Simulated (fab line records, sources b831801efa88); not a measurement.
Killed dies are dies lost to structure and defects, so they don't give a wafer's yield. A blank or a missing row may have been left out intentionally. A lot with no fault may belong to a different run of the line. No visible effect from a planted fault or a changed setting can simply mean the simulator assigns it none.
Comparing a struck lot with a sound one -- flow sky130 -- 34 out of 708 route steps
Sound: wafers L229.4, L229.5, L229.6. The struck wafers were L232.3, L232.4, L232.6. The cause is given at the end.
Order at every step that has rows: each side's tool, ch and its chambers, its first start. Under that, the readings that differ: sound wafers -- struck wafers -- difference of the means -- sigmas: that difference in standard deviations of wafers without a fault.
alike: readings whose means differ by less than 2 such deviations, and words and numbers that are the same on both sides. not compared: withheld readings, readings that some wafer has no value for, bounds like >300 that may hide the same value, and numbers for which the record gives no deviation and whose values overlap.
The two part at a step that has a row with sigmas, a row that says differs or no value, or rows on one side only. Numbers that don't overlap but have no deviation are shown without sigmas and don't part them. Lack of a reading on every wafer of one side parts them only where that side has two or more wafers.

first, 4 steps without rows for these wafers: SKY_VT_ADJUST_LVTN_SOFTBAKE_14 (time 60 s); SKY_VT_ADJUST_LVTN_EXPOSE_15 (exposes mask HVN STD DERIVED, target cd 600 nm); SKY_VT_ADJUST_LVTN_PEB_16; SKY_VT_ADJUST_LVTN_DEVELOP_17 (develop time 60 s).
SKY_VT_ADJUST_LVTN_OVL_MEAS_18:
  sound on overlay-02 at day 8 14:22; struck on overlay-02 at day 9 05:22
  alike: VT_ADJUST_LVTN_01_OVL
after that, 1 step had no rows for these wafers: SKY_VT_ADJUST_LVTN_IMPLANT_19.
SKY_VT_ADJUST_LVTN_STRIP_20: strips in O2/N2.
  sound on plasma-asher-02 ch 0,1, day 8 14:34; struck on plasma-asher-03 ch 0,1, day 9 05:35
  alike: drypump-motor-current-A, oes-product-au, strip-time-to-endpoint-s
  not compared: rf-hours-counter-h
SKY_VT_ADJUST_LVTN_TW_MEAS_21:
  sound on film-metro-03 at day 8 14:40; struck on film-metro-01 at day 9 05:40
  alike: VT_ADJUST_LVTN_2_TW
then, 4 steps without rows for these wafers: SKY_VT_ADJUST_NCORE_DEHYDRATE_00 (time 60 s); SKY_VT_ADJUST_NCORE_HMDS_01 (prime time 60 s); SKY_VT_ADJUST_NCORE_COAT_02 (resist thk 1140 nm); SKY_VT_ADJUST_NCORE_SOFTBAKE_03 (time 60 s).
SKY_VT_ADJUST_NCORE_EXPOSE_04: exposes mask LVTN COMPLEMENT THIN, target cd 380 nm.
  sound on iline-stepper-01 ch 0, day 9 02:03; struck on iline-stepper-02 ch 0, day 9 15:47
reading,sound,struck,difference,sigmas
mask,LVTN_COMPLEMENT_THIN#0 LVTN_COMPLEMENT_THIN#0 LVTN_COMPLEMENT_THIN#0,HVTRM#0 HVTRM#0 HVTRM#0,differs,
  alike: reticle-temp-C
then, 2 steps without rows for these wafers: SKY_VT_ADJUST_NCORE_PEB_05; SKY_VT_ADJUST_NCORE_DEVELOP_06 (develop time 60 s).
SKY_VT_ADJUST_NCORE_CD_MEAS_07: the cd target is 380 nm.
  sound on cd-sem-01 at day 9 11:49; struck on cd-sem-01 at day 10 03:18
reading,sound,struck,difference,sigmas
cd-nm (nm),379.6 377.6 378.6,- - -,no value on the struck wafers,
SKY_VT_ADJUST_NCORE_OVL_MEAS_08:
  sound on overlay-02 at day 9 11:54; struck on overlay-02 at day 10 03:23
reading,sound,struck,difference,sigmas
VT_ADJUST_NCORE_OVL (nm),-1.4 -1.0 -1.0,- - -,no value on the struck wafers,
after that, 1 step had no rows for these wafers: SKY_VT_ADJUST_NCORE_IMPLANT_09.
SKY_VT_ADJUST_NCORE_STRIP_10: strips in O2/N2.
  sound on plasma-asher-02 ch 0,1, day 9 12:06; struck on plasma-asher-02 ch 0,1, day 10 03:36
  alike: drypump-motor-current-A, oes-product-au, strip-time-to-endpoint-s
  not compared: rf-hours-counter-h
SKY_VT_ADJUST_NCORE_TW_MEAS_11:
  sound on film-metro-03 at day 9 12:12; struck on film-metro-04 at day 10 03:41
reading,sound,struck,difference,sigmas
VT_ADJUST_NCORE_TW,220.1 219.9 218.9,30.0 29.9 30.0,-189.7,-99 or more
then, 7 steps without rows for these wafers: SKY_VT_ADJUST_HVTR_DEHYDRATE_00 (time 60 s); SKY_VT_ADJUST_HVTR_HMDS_01 (prime time 60 s); SKY_VT_ADJUST_HVTR_COAT_02 (resist thk 1140 nm); SKY_VT_ADJUST_HVTR_SOFTBAKE_03 (time 60 s); SKY_VT_ADJUST_HVTR_EXPOSE_04 (exposes mask HVTRM, target cd 380 nm); SKY_VT_ADJUST_HVTR_PEB_05; SKY_VT_ADJUST_HVTR_DEVELOP_06 (develop time 60 s).
SKY_VT_ADJUST_HVTR_CD_MEAS_07: the cd target is 380 nm.
  sound on cd-sem-02 at day 10 10:17; struck on cd-sem-02 at day 11 02:42
  alike: cd-nm
SKY_VT_ADJUST_HVTR_OVL_MEAS_08:
  sound on overlay-02 at day 10 10:22; struck on overlay-01 at day 11 02:47
reading,sound,struck,difference,sigmas
VT_ADJUST_HVTR_OVL (nm),-1.8 -0.6 -1.1,0.9 2.6 0.8,+2.6,+2
after that, 1 step had no rows for these wafers: SKY_VT_ADJUST_HVTR_IMPLANT_09.
SKY_VT_ADJUST_HVTR_STRIP_10: strips in O2/N2.
  sound on plasma-asher-01 ch 0,1, day 10 10:34; struck on plasma-asher-01 ch 0,1, day 11 03:00
  alike: drypump-motor-current-A, oes-product-au, strip-time-to-endpoint-s
  not compared: rf-hours-counter-h
SKY_VT_ADJUST_HVTR_TW_MEAS_11:
  sound on film-metro-01 at day 10 10:40; struck on film-metro-02 at day 11 03:05
reading,sound,struck,difference,sigmas
VT_ADJUST_HVTR_TW,209.6 209.5 209.6,265.5 266.4 265.8,+56.3,+23
then, 1 step without rows for these wafers: SKY_VT_ADJUST_PCH_DEHYDRATE_00 (time 60 s).
-- record jumps: 36 days separate the struck wafers' starts on either side; left off in module VT_ADJUST_PCH, taken up again in module PAD_OPEN, whose first shown step is the route's number 708 --
SKY_PAD_OPEN_PROBE_99:
  sound on prober-02 at day 46 23:04; struck on prober-02 at day 47 04:58
reading,sound,struck,difference,sigmas
model.etest.pfet_16v.r-on-ohm-um,1.543e+04 1.516e+04 1.537e+04,1.889e+04 1.845e+04 1.818e+04,+3.187e+03,
model.etest.nfet_16v.r-on-ohm-um,1.427e+04 1.426e+04 1.438e+04,1.123e+04 1.117e+04 1.105e+04,-3.153e+03,
model.etest.pfet-g5v0d10v5.r-on-ohm-um,4778 4790 4851,6161 6034 6058,+1278,
model.etest.tip-p.rs-ohm-sq,6971 7035 6956,7756 7784 7808,+795,
model.etest.pfet_01v8.r-on-ohm-um,2950 2942 2969,3628 3453 3412,+544,
model.etest.res-pwell-under-gate.rs-ohm-sq,2303 2280 2301,2624 2633 2644,+339,
model.etest.nfet-g5v0d10v5.r-on-ohm-um,1919 1913 1953,1604 1614 1584,-328,
model.etest.tip_p_5v.rs-ohm-sq,2876 2867 2884,3095 3065 3075,+203,

## WHERE THEY PART
First at SKY_VT_ADJUST_NCORE_EXPOSE_04; last, within this record, at SKY_VT_ADJUST_HVTR_TW_MEAS_11.

WHY: what the simulator had put in
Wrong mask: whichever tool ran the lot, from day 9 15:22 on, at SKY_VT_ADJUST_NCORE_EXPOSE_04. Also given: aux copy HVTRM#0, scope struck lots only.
